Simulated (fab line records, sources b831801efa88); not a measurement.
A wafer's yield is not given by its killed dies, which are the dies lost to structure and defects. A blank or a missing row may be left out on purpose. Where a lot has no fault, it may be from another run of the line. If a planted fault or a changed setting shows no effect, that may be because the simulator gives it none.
fab line records	flow sky130
record lots=7	wafers=21	lastDay=50
route steps=708 shown VIA2@509 PAD_OPEN@708
lots with no fault: from the same line, run without faults
startH: start of the lot's first displayed wafer, in hours after the record's first day	waitH: time in hours since the lot's previous step	" same as the row above	L1.1+2: several wafers, shown together as one row	- value missing, or start not given	* or withheld: withheld	< > ~ a bound
route shown NAME@n: a module of which the file shows steps, and the number in the route of the first	usual: the fault-free wafers' mean and standard deviation	same: alike in all rows	chamber/n: place in a boat	sites: the reading at each site	_std_site: standard deviation across them	_edge_site: inner sites' mean taken away from outer sites' mean	radiusMm: for every site, how far away it sits from the centre of the wafer	mask NAME#n: copy n	behind: tool/chamber where the wafer was last shaped	hold: what put the lot on hold/how long, in hours/how the hold closed	device: the transistor (n, p or np) that didn't switch	end of line: tests run on the same wafers once the route is complete	a step without rows: its recipe alone	killed: dies that structure and defects cost at the first sort, which is not the same as the wafer's yield	map: a wafer's dies, x killed, . not, _ none there
set.NAME: the run value of the setting; set.NAME@STEP: its run value at that earlier step	model.NAME: the simulator's own value behind a step, which no gauge read
lots at selected steps of the route; one table per step, one row per wafer
services: the hour from which a tool's chamber was out of use, counted from the record's first day as startH (under 0 if before that day), plus the number of hours and why
## steps
# step SKY_VIA2_CMP_02
# recipe material=SiO2	downForcePsi=4	platenRpm=60	padVelocityMS=0.94248
# usual motorCurrentA=11.9/1.5	platenRpm=60.00/0.041	retainingRingPressureFrac=1.000/0.0046
lot.wafer	tool	chamber	startH	waitH	motorCurrentA	platenRpm	retainingRingPressureFrac
L539.3	cmp-02	1	817.47	0.1	11.7	60.00	0.995
L539.1	"	2	"	"	11.3	60.04	0.998
L539.5	"	1	"	"	10.9	60.05	0.991
L540.2	cmp-02	1	827.95	0.1	11.3	60.01	0.999
L540.3	"	2	"	"	11.5	59.99	0.997
L540.5	"	1	"	"	11.2	60.02	1.000
L541.4	cmp-01	0	843.58	0.0	9.3	60.04	1.003
L541.1	"	1	"	"	12.7	60.00	0.996
L541.3	"	3	"	"	11.1	59.91	0.992
L542.3	cmp-01	1	848.53	0.0	12.3	60.01	0.996
L542.4	"	2	"	"	10.8	60.00	1.004
L542.5	"	1	"	"	13.0	60.08	1.003
L543.2	cmp-01	3	855.08	0.1	10.6	60.04	1.004
L543.3	"	0	"	"	9.7	59.97	1.004
L543.4	"	1	"	"	13.2	59.96	1.001
L559.2	cmp-01	0	974.97	0.0	9.2	60.06	0.998
L559.4	"	1	"	"	12.9	59.97	1.007
L559.6	"	1	"	"	12.7	59.91	0.996
L561.3	cmp-01	2	987.85	0.0	11.0	60.03	1.003
L561.1	"	3	"	"	11.1	60.07	0.999
L561.6	"	3	"	"	11.5	59.96	0.995
# step SKY_VIA2_BOW_MEAS_03
# recipe mode=bow
# usual VIA2_BOW=85/7.3
lot.wafer	tool	chamber	startH	waitH	VIA2_BOW[um]
L539.1	filmMetro-02	-	817.72	0.1	83
L539.3	"	-	"	"	88
L539.5	"	-	"	"	85
L540.2	filmMetro-01	-	828.22	0.2	78
L540.3	"	-	"	"	73
L540.5	"	-	"	"	81
L541.1	filmMetro-03	-	843.88	0.2	89
L541.3	"	-	"	"	86
L541.4	"	-	"	"	79
L542.3	filmMetro-01	-	848.87	0.3	78
L542.4	"	-	"	"	91
L542.5	"	-	"	"	84
L543.2	filmMetro-02	-	855.35	0.2	77
L543.3	"	-	"	"	83
L543.4	"	-	"	"	89
L559.2	filmMetro-03	-	975.29	0.3	83
L559.4	"	-	"	"	91
L559.6	"	-	"	"	78
L561.1	filmMetro-03	-	988.15	0.2	88
L561.3	"	-	"	"	89
L561.6	"	-	"	"	85
# step SKY_VIA2_DEHYDRATE_04
# recipe tempC=200	timeS=60
# step SKY_VIA2_HMDS_05
# recipe primeTimeS=60	primeTempC=120
# step SKY_VIA2_COAT_06
# recipe resist=BARC	tempC=withheld	timeS=withheld	spinRpm=3000	resistThkNm=60
# step SKY_VIA2_COAT_07
# recipe resist=KrF-thick	spinRpm=3000	resistThkNm=450
# step SKY_VIA2_SOFTBAKE_08
# recipe tempC=100	timeS=90	resist=KrF-thick
# step SKY_VIA2_EXPOSE_09
# recipe maskId=VIM2	na=0.8	sourceShape=annular	sigmaInner=0.55	sigmaOuter=0.85	targetCdNm=200	doseMj=38
# step SKY_VIA2_PEB_10
# recipe pebTempC=withheld	pebTimeS=withheld	resist=KrF-thick
# step SKY_VIA2_DEVELOP_11
# recipe developTimeS=60	resist=KrF-thick	devTempC=21
# step SKY_VIA2_CD_MEAS_12
# recipe targetCdNm=200
# usual cdNm=199.8/1.5
lot.wafer	tool	chamber	startH	waitH	cdNm
L539.1	cdSem-01	-	844.16	-	201.7
L539.3	"	-	"	"	201.9
L539.5	"	-	"	"	201.0
L540.2	cdSem-02	-	854.77	-	198.4
L540.3	"	-	"	"	197.8
L540.5	"	-	"	"	199.6
L541.1	cdSem-01	-	868.26	-	195.7
L541.3	"	-	"	"	197.7
L541.4	"	-	"	"	197.2
L542.3	cdSem-02	-	874.58	-	202.1
L542.4	"	-	"	"	202.6
L542.5	"	-	"	"	200.4
L543.2	cdSem-01	-	881.23	-	201.7
L543.3	"	-	"	"	200.8
L543.4	"	-	"	"	200.8
L559.2	cdSem-02	-	998.63	-	200.7
L559.4	"	-	"	"	199.6
L559.6	"	-	"	"	199.5
L561.1	cdSem-01	-	1011.44	-	199.8
L561.3	"	-	"	"	199.5
L561.6	"	-	"	"	198.5
# step SKY_VIA2_OVL_MEAS_13
# usual VIA2_OVL=-1/5
lot.wafer	tool	chamber	startH	waitH	VIA2_OVL[nm]
L539.1	overlay-02	-	844.28	0.1	-6
L539.3	"	-	"	"	-3
L539.5	"	-	"	"	-1
L540.2	overlay-01	-	854.87	0.1	-3
L540.3	"	-	"	"	6
L540.5	"	-	"	"	6
L541.1	overlay-02	-	868.38	0.1	-10
L541.3	"	-	"	"	-1
L541.4	"	-	"	"	-8
L542.3	overlay-02	-	874.67	0.1	-1
L542.4	"	-	"	"	1
L542.5	"	-	"	"	-1
L543.2	overlay-02	-	881.34	0.1	-6
L543.3	"	-	"	"	-3
L543.4	"	-	"	"	1
L559.2	overlay-02	-	998.74	0.1	0
L559.4	"	-	"	"	0
L559.6	"	-	"	"	4
L561.1	overlay-02	-	1011.56	0.1	1
L561.3	"	-	"	"	-6
L561.6	"	-	"	"	-8
# step SKY_VIA2_ETCH_14
# recipe chemistry=N2/H2	target=BARC	ionEnergyEv=200	sourceW=500	biasW=100	pressureMtorr=30	n2FlowSccm=100	h2FlowSccm=200	stopOn=SiO2	timeS=45.9	targetDepthA=600
# usual biasW=100.0/0.31	drypumpMotorCurrentA=6.1/0.36	oesProductAu=0.855/0.0048	throttleValvePct=13.226/0.0091
lot.wafer	tool	chamber	startH	waitH	biasW	drypumpMotorCurrentA	oesProductAu	rfHoursCounterH	throttleValvePct	model.KrF-thick_of_VIA2_COAT_07.thkNm	model.etch.depthNm	model.VIA2.cdNm
L539.1	rieDiel-01	2	844.32	0.0	99.5	6.2	0.851	6	13.225	392	59.84	202.6
L539.3	"	0	"	"	100.0	6.1	0.867	5	13.232	393.1	60.08	202.1
L539.5	"	2	"	"	99.7	6.2	0.848	-	13.218	392.3	59.64	201.8
L540.2	rieDiel-01	2	854.90	0.0	99.6	6.2	0.789	7	13.224	407.8	51.58	195.7
L540.3	"	0	"	"	100.0	6.1	0.854	5	13.226	391.9	59.89	197.7
L540.5	"	1	"	"	99.7	6.4	0.864	-	13.220	390.9	60.03	200.5
L541.1	rieDiel-01	2	868.42	0.0	99.4	6.2	0.784	7	13.216	405.9	51.23	192.3
L541.3	"	1	"	"	100.0	6.4	0.854	3	13.223	388.8	60.17	197.7
L541.4	"	1	"	"	100.4	6.4	0.779	-	13.213	404.9	51.05	194.3
L542.3	rieDiel-01	2	874.70	0.0	100.1	6.2	0.859	7	13.219	389.7	59.96	202.8
L542.4	"	0	"	"	100.5	6.1	0.784	-	13.208	405.3	51.47	199.5
L542.5	"	1	"	"	99.7	6.4	0.861	-	13.212	390.7	60.16	200.6
L543.2	rieDiel-02	1	881.37	0.0	100.0	6.2	0.855	0	13.216	393.4	59.87	201.9
L543.3	"	0	"	"	100.2	5.7	0.861	1	13.219	393.1	60.12	199.5
L543.4	"	2	"	"	100.0	5.9	0.849	11	13.231	392.9	60.01	200.4
L559.2	rieDiel-01	0	998.77	0.0	99.7	6.1	0.871	9	13.226	391.7	60.18	200.9
L559.4	"	2	"	"	100.4	6.2	0.856	11	13.234	394.5	60.07	200.2
L559.6	"	0	"	"	99.6	6.1	0.849	-	13.221	393.8	60.15	199.6
L561.1	rieDiel-01	3	1011.60	0.0	99.8	6.7	0.853	7	13.237	393	60.17	199.9
L561.3	"	1	"	"	99.9	6.4	0.861	6	13.219	394.5	60.14	199.5
L561.6	"	0	"	"	99.9	6.1	0.860	-	13.219	394.7	60.15	198.8
# step SKY_VIA2_ETCH_15
# recipe target=SiO2	chemistry=C4F8/O2/Ar	targetDepthNm=546	stopOn=TiN	maskMaterial=KrF-thick	sourceW=1500	biasW=1200	pressureMtorr=40	c4f8FlowSccm=withheld	O2_flow_sccm=6	Ar_flow_sccm=300	timeS=84
# usual biasW=1200/3.4	oesProductAu=0.939/0.0046
lot.wafer	tool	chamber	startH	waitH	biasW	oesProductAu	rfHoursCounterH	model.KrF-thick_of_VIA2_COAT_07.thkNm
L539.1	rieDiel-01	2	844.36	0.0	1198	0.936	6	281.6
L539.3	"	0	"	"	1207	0.935	5	282
L539.5	"	2	"	"	1199	0.935	-	281.5
L540.2	rieDiel-01	2	854.95	0.0	1195	0.635	7	297
L540.3	"	0	"	"	1205	0.934	5	282.9
L540.5	"	1	"	"	1204	0.943	-	282.1
L541.1	rieDiel-01	2	868.46	0.0	1204	0.581	7	294.6
L541.3	"	1	"	"	1204	0.942	3	279.2
L541.4	"	1	"	"	1204	0.558	-	295.2
L542.3	rieDiel-01	2	874.74	0.0	1199	0.937	7	277.9
L542.4	"	0	"	"	1196	0.606	-	294.5
L542.5	"	1	"	"	1203	0.931	-	280
L543.2	rieDiel-02	1	881.41	0.0	1198	0.939	0	283.2
L543.3	"	0	"	"	1201	0.946	1	281.7
L543.4	"	2	"	"	1200	0.943	11	282
L559.2	rieDiel-01	0	998.81	0.0	1203	0.940	9	279.9
L559.4	"	2	"	"	1197	0.940	11	281.9
L559.6	"	0	"	"	1202	0.938	-	282
L561.1	rieDiel-01	3	1011.64	0.0	1208	0.942	7	283.8
L561.3	"	1	"	"	1203	0.939	6	283.9
L561.6	"	0	"	"	1199	0.940	-	283.9
# step SKY_VIA2_STRIP_16
# recipe chemistry=O2/N2	powerW=1400	pressureMtorr=1500	platenTempC=withheld	o2FlowSccm=3000	n2FlowSccm=300	overashFraction=0.5
# usual drypumpMotorCurrentA=5.8/0.55	o2FlowSccm=2999/10	oesProductAu=0.399/0.0051	stripTimeToEndpointS=4.040/0.023
lot.wafer	tool	chamber	startH	waitH	drypumpMotorCurrentA	o2FlowSccm	oesProductAu	rfHoursCounterH	stripTimeToEndpointS
L539.1	plasmaAsher-04	1	844.42	0.0	5.4	2993	0.392	10	4.028
L539.3	"	0	"	"	5.3	3006	0.402	-	4.035
L539.5	"	1	"	"	5.5	2977	0.408	-	4.042
L540.2	plasmaAsher-01	0	855.01	0.0	6.6	3004	0.402	71	4.206
L540.3	"	0	"	"	6.6	3017	0.393	-	4.059
L540.5	"	0	"	"	6.6	3005	0.397	-	4.029
L541.1	plasmaAsher-02	1	868.52	0.0	6.2	3010	0.406	106	4.164
L541.3	"	0	"	"	5.9	3004	0.404	-	4.008
L541.4	"	1	"	"	6.2	2999	0.404	-	4.170
L542.3	plasmaAsher-01	0	874.83	0.1	6.6	2994	0.401	-	4.010
L542.4	"	1	"	"	5.0	3011	0.414	-	4.155
L542.5	"	1	"	"	5.0	3001	0.396	-	4.006
L543.2	plasmaAsher-02	1	881.47	0.0	6.2	2998	0.396	107	4.040
L543.3	"	1	"	"	6.2	3009	0.396	-	4.029
L543.4	"	0	"	"	5.9	3001	0.396	-	4.017
L559.2	plasmaAsher-02	0	998.87	0.0	5.9	2991	0.403	119	4.015
L559.4	"	1	"	"	6.2	2994	0.402	-	4.027
L559.6	"	1	"	"	6.2	3006	0.389	-	4.027
L561.1	plasmaAsher-01	0	1011.70	0.0	6.6	3002	0.395	87	4.058
L561.3	"	1	"	"	4.9	3014	0.405	-	4.057
L561.6	"	1	"	"	4.9	3014	0.397	-	4.046
# step SKY_VIA2_STRIP_17
# recipe chemistry=postEtchResidueRemover	timeS=1200	tempC=72.5
# step SKY_PAD_OPEN_PROBE_99
lot.wafer	tool	chamber	startH	waitH	model.etest.nfetG5v0d10v5.underFloor	model.etest.tipSonos.open	model.etest.diodeNdiffPwell.underFloor	model.etest.liComb.underFloor	model.etest.nfet_01v8_turned.underFloor	model.etest.pfet_01v8_hvt.underFloor	model.etest.resPdiff.open	model.etest.sramPfetLatch.open
L539.1+3+5	prober-01	-	1072.61	0.1	0	0	0	0	0	0	0	0
L540.2	prober-02	-	1080.30	0.1	1	1	1	1	1	1	1	1
L540.3+5	prober-02	-	1080.35	0.2	0	0	0	0	0	0	0	0
L541.1+4	prober-01	-	1092.21	0.1	1	1	1	1	1	1	1	1
L541.3	prober-01	-	1092.31	0.2	0	0	0	0	0	0	0	0
L542.3+5	prober-02	-	1095.12	0.2	0	0	0	0	0	0	0	0
L542.4	prober-02	-	1095.17	0.2	1	1	1	1	1	1	1	1
L543.2+3+4	prober-01	-	1101.51	0.1	0	0	0	0	0	0	0	0
L559.2+4+6	prober-02	-	1189.85	0.1	0	0	0	0	0	0	0	0
L561.1+3+6	prober-02	-	1198.12	0.1	0	0	0	0	0	0	0	0
# killed by level:class
L539.1 CONTACT:geometricParticle:open=8 VIA1:geometricParticle:open=6 VIA2:geometricParticle:open=6 LI_CONTACT:geometricParticle:open=5 METAL1:geometricParticle:short=4 FIELD_ISO:geometricParticle:short=3 POLY_GATE:geometricParticle:short=3 VIA3:geometricParticle:open=3
L539.3 CONTACT:geometricParticle:open=9 LI_CONTACT:geometricParticle:open=8 VIA1:geometricParticle:open=8 METAL2:geometricParticle:short=8 POLY_GATE:geometricParticle:short=7 CONTACT:geometricParticle:short=6 VIA3:geometricParticle:open=5 VIA1:geometricParticle:short=5
L539.5 CONTACT:geometricParticle:short=9 VIA1:geometricParticle:open=9 POLY_GATE:geometricParticle:short=8 METAL1:geometricParticle:short=8 CONTACT:geometricParticle:open=7 VIA3:geometricParticle:open=6 LI_CONTACT:geometricParticle:open=6 METAL2:geometricParticle:short=6
L543.2 LI_CONTACT:geometricParticle:open=12 VIA1:geometricParticle:open=9 CONTACT:geometricParticle:open=8 VIA3:geometricParticle:open=8 VIA1:geometricParticle:short=7 METAL2:geometricParticle:short=6 METAL1:geometricParticle:short=5 CONTACT:geometricParticle:short=5
L543.3 VIA1:geometricParticle:open=13 POLY_GATE:geometricParticle:open=8 VIA2:geometricParticle:open=7 FIELD_ISO:geometricParticle:short=5 METAL1:geometricParticle:short=5 METAL2:geometricParticle:short=5 VIA3:geometricParticle:open=5 LI_CONTACT:geometricParticle:short=4
L543.4 CONTACT:geometricParticle:open=13 VIA1:geometricParticle:open=9 VIA3:geometricParticle:open=9 METAL2:geometricParticle:short=6 VIA1:geometricParticle:short=4 VIA2:geometricParticle:short=4 VIA2:geometricParticle:open=4 FIELD_ISO:geometricParticle:short=3
L559.2 VIA2:geometricParticle:open=14 CONTACT:geometricParticle:open=11 VIA1:geometricParticle:open=11 FIELD_ISO:geometricParticle:open=6 CONTACT:geometricParticle:short=6 LI_CONTACT:geometricParticle:open=6 VIA1:geometricParticle:short=6 FIELD_ISO:geometricParticle:short=5
L559.4 CONTACT:geometricParticle:open=11 FIELD_ISO:geometricParticle:short=6 METAL1:geometricParticle:short=6 LOCAL_INTERCONNECT:geometricParticle:short=6 VIA1:geometricParticle:open=6 POLY_GATE:geometricParticle:short=5 CONTACT:geometricParticle:short=5 VIA2:geometricParticle:open=5
L559.6 CONTACT:geometricParticle:open=10 VIA1:geometricParticle:open=10 VIA2:geometricParticle:open=10 VIA3:geometricParticle:open=8 FIELD_ISO:geometricParticle:open=7 FIELD_ISO:geometricParticle:short=7 LI_CONTACT:geometricParticle:open=7 CONTACT:geometricParticle:short=6
L561.1 VIA1:geometricParticle:open=10 CONTACT:geometricParticle:open=8 FIELD_ISO:geometricParticle:short=6 VIA2:geometricParticle:open=6 LI_CONTACT:geometricParticle:open=5 VIA3:geometricParticle:open=5 CONTACT:geometricParticle:short=4 VIA1:geometricParticle:short=4
L561.3 VIA1:geometricParticle:open=12 METAL2:geometricParticle:short=7 VIA1:geometricParticle:short=7 CONTACT:geometricParticle:open=6 METAL1:geometricParticle:short=6 LI_CONTACT:geometricParticle:open=5 FIELD_ISO:geometricParticle:short=4 POLY_GATE:geometricParticle:short=4
L561.6 VIA1:geometricParticle:open=9 LI_CONTACT:geometricParticle:open=8 POLY_GATE:geometricParticle:open=7 LOCAL_INTERCONNECT:geometricParticle:short=7 VIA3:geometricParticle:open=7 METAL1:geometricParticle:short=5 VIA2:geometricParticle:open=5 VIA1:geometricParticle:short=4
## services
tool	chamber	startH	hours	kind
rieDiel-02	-	794.17	4.3	pm
cmp-01	-	795.19	0.7	repair
cmp-01	-	795.73	1.3	repair
plasmaAsher-02	-	823.26	0.6	repair
rieDiel-01	3	852.59	22.6	repair
plasmaAsher-02	-	872.13	4.0	repair
plasmaAsher-04	-	876.47	6.3	repair
rieDiel-01	1	882.89	10.8	repair
cmp-02	-	900.61	0.4	repair
cmp-02	-	905.78	0.4	repair
cmp-01	-	911.84	3.5	repair
cmp-01	-	915.38	4.0	pm
cmp-01	-	919.38	-	consumableReplace:conditioner
cmp-01	-	919.38	-	consumableReplace:pad
cmp-01	-	923.43	2.0	repair
cmp-01	-	925.44	12.0	pm
rieDiel-02	3	934.49	2.9	repair
rieDiel-02	-	937.63	2.8	pm
cmp-02	-	942.89	0.4	repair
rieDiel-01	1	956.09	9.2	repair
cmp-01	-	957.73	1.6	repair
cmp-01	-	959.40	9.4	pm
rieDiel-02	1	986.46	4.9	repair
cmp-01	-	991.48	0.4	repair
## key
firstSign step=SKY_VIA2_ETCH_14	reading=oesProductAu	direction=down	sigmas=15	usual=0.855	struck=0.784
effect step=SKY_VIA2_ETCH_15	reading=oesProductAu	direction=down	sigmas=75	usual=0.939	struck=0.595
effect step=SKY_VIA2_STRIP_16	reading=stripTimeToEndpointS	direction=up	sigmas=5.9	usual=*	struck=*
modelEffect step=SKY_VIA2_ETCH_14	value=KrF-thick_of_VIA2_COAT_07.thkNm	without=390.3	struck=406
modelEffect step=SKY_VIA2_ETCH_15	value=KrF-thick_of_VIA2_COAT_07.thkNm	without=279.7	struck=295.3
modelEffect step=SKY_PAD_OPEN_PROBE_99	value=etest.nfetG5v0d10v5.underFloor	without=0	struck=1
metAt SKY_VIA2_ETCH_14
struckWafers L540.2,L541.1,L541.4,L542.4
laterRowsLeftOut L542.4
sortLeftOut L540.2,L541.1,L541.4,L542.4
onsetBetween 844.32 854.90
fault kind=processParameterDrift	tool=rieDiel-01	chamber=-	onsetH=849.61	steps=SKY_VIA2_ETCH_14	channel=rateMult	offset=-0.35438	shape=step	endH=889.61	scope=struckWafersOnly
# sortLeftOut: the simulated sort isn't trusted on such a fault, so these wafers' sort isn't shown, and their yield isn't known
# laterRowsLeftOut: the simulator's readings of these wafers behind a module that went badly wrong aren't trusted and aren't shown, but for the sort
